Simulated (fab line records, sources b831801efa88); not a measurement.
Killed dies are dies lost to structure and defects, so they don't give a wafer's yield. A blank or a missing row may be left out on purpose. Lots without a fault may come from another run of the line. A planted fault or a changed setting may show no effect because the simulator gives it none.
A struck lot beside a sound one | flow sky130 | 22 steps out of a route of 708
Sound: wafers L894.3, L894.5, L894.6. Struck: wafers L896.3, L896.5, L896.6. The cause comes at the end.
At each step with rows: each side's tool, then ch and its chambers, then its first start. Under that, the readings that differ: sound wafers | struck wafers | difference of the means | sigmas: that difference in standard deviations of wafers without a fault.
alike: readings whose means differ by less than 2 such deviations, and words and numbers that are the same on both sides. not compared: withheld readings, readings that some wafer has no value for, bounds like >300 that may hide the same value, and numbers for which the record gives no deviation and whose values overlap.
The two part at a step that has a row with sigmas, a row that says differs or no value, or rows on one side only. Numbers that don't overlap but have no deviation are shown without sigmas and don't part them. A reading that every wafer of one side lacks parts them only if that side has two wafers or more.

first, 1 step without rows for these wafers: SKY_CAP2M_DEVELOP_11 (develop time 60 s).
SKY_CAP2M_OVL_MEAS_12:
  sound on overlay-01, day 42 08:44; struck on overlay-02, day 42 18:17
  alike: CAP2M_OVL
SKY_CAP2M_METAL_ETCH_13: etches TiN in Cl2/BCl3, stops on SiO2, target depth 220 nm, time 62.9 s.
  sound on rie_metal-04 ch 0,1, day 42 08:47; struck on rie_metal-04 ch 0,1, day 42 18:20
  alike: bcl3_flow_sccm, drypump_motor_current_A, oes_product_au, throttle_valve_pct
  not compared: rf_hours_counter_h
SKY_CAP2M_STRIP_14: strips in O2/N2.
  sound on plasma_asher-04 ch 0,1, day 42 08:52; struck on plasma_asher-04 ch 0,1, day 42 18:25
  alike: drypump_motor_current_A, oes_product_au, strip_time_to_endpoint_s
  not compared: rf_hours_counter_h
then, 8 steps without rows for these wafers: SKY_CAP2M_STRIP_15 (strips in post etch residue remover, time 1200 s); SKY_CAP2M_CLEAN_16 (cleans in IPA, time 180 s); SKY_CAP2M_CLEAN_17 (cleans in O3/DIW); SKY_METAL4_DEHYDRATE_05 (time 60 s); SKY_METAL4_HMDS_06 (prime time 60 s); SKY_METAL4_COAT_07 (resist thk 60 nm); SKY_METAL4_COAT_08 (resist thk 1140 nm); SKY_METAL4_SOFTBAKE_09 (time 90 s).
SKY_METAL4_EXPOSE_10: exposes mask MM4, target cd 300 nm.
  sound on krf_scanner-02 ch 0, day 42 21:06; struck on krf_scanner-02 ch 0, day 43 05:41
  reading              | sound             | struck            | difference | sigmas
  exposure_dose_mJ_cm2 | 27.98 27.98 27.94 | 27.55 27.58 27.55 | -0.41      | -13
  alike: mask, focus_offset_nm
then, 2 steps without rows for these wafers: SKY_METAL4_PEB_11; SKY_METAL4_DEVELOP_12 (develop time 60 s).
SKY_METAL4_CD_MEAS_13: target cd 300 nm.
  sound on cd_sem-02, day 43 08:43; struck on cd_sem-02, day 43 17:07
  reading    | sound             | struck            | difference | sigmas
  cd_nm (nm) | 301.6 301.2 299.7 | 304.9 303.7 304.2 | +3.4       | +3
SKY_METAL4_OVL_MEAS_14:
  sound on overlay-02, day 43 08:48; struck on overlay-02, day 43 17:13
  alike: METAL4_OVL
SKY_METAL4_DESCUM_15: chemistry O2, time 8 s.
  sound on rie_metal-04 ch 0,1, day 43 08:50; struck on rie_metal-04 ch 0,1, day 43 17:15
  reading                 | sound             | struck            | difference | sigmas
  model.METAL4.cd_nm (nm) | 301.1 301.3 299.9 | 304.7 303.9 304.2 | +3.5       |
  alike: drypump_motor_current_A, oes_product_au
  not compared: rf_hours_counter_h
SKY_METAL4_ETCH_16: etches BARC in N2/H2, stops on SiO2, time 88.2 s, target depth 60 nm.
  sound on rie_metal-04 ch 0,1, day 43 08:53; struck on rie_metal-04 ch 0,1, day 43 17:18
  alike: drypump_motor_current_A, oes_product_au, throttle_valve_pct
  not compared: rf_hours_counter_h
SKY_METAL4_ETCH_17: etches SiO2 in C4F8/O2/Ar, stops on TiN, time 3.9 s, target depth 15 nm.
  sound on rie_diel-03 ch 0,3, day 43 08:57; struck on rie_diel-03 ch 0,1,3, day 43 17:22
  reading                 | sound             | struck          | difference | sigmas
  model.METAL4.cd_nm (nm) | 300.6 302.1 300.4 | 304.8 305 303.6 | +3.4       |
  alike: oes_product_au
  not compared: rf_hours_counter_h
SKY_METAL4_METAL_ETCH_18: etches the open film in Cl2/BCl3, stops on SiO2, target depth 845 nm, time 183.1 s.
  sound on rie_metal-02 ch 0,1, day 43 09:02; struck on rie_metal-03 ch 0,1, day 43 17:27
  alike: bcl3_flow_sccm, drypump_motor_current_A, oes_product_au, throttle_valve_pct
  not compared: rf_hours_counter_h
then, 1 step without rows for these wafers: SKY_PAD_OPEN_PROBE_99.

WHERE THEY PART
First at SKY_METAL4_EXPOSE_10; last, within this record, at SKY_METAL4_CD_MEAS_13. Later steps at which nothing parts them and some readings are alike: SKY_METAL4_OVL_MEAS_14, SKY_METAL4_DESCUM_15, SKY_METAL4_ETCH_16, SKY_METAL4_ETCH_17, SKY_METAL4_METAL_ETCH_18.

WHY: what the simulator had put in
Process parameter drift: krf_scanner-02, from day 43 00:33 on, at SKY_METAL4_EXPOSE_10. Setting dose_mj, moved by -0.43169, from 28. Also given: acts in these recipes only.
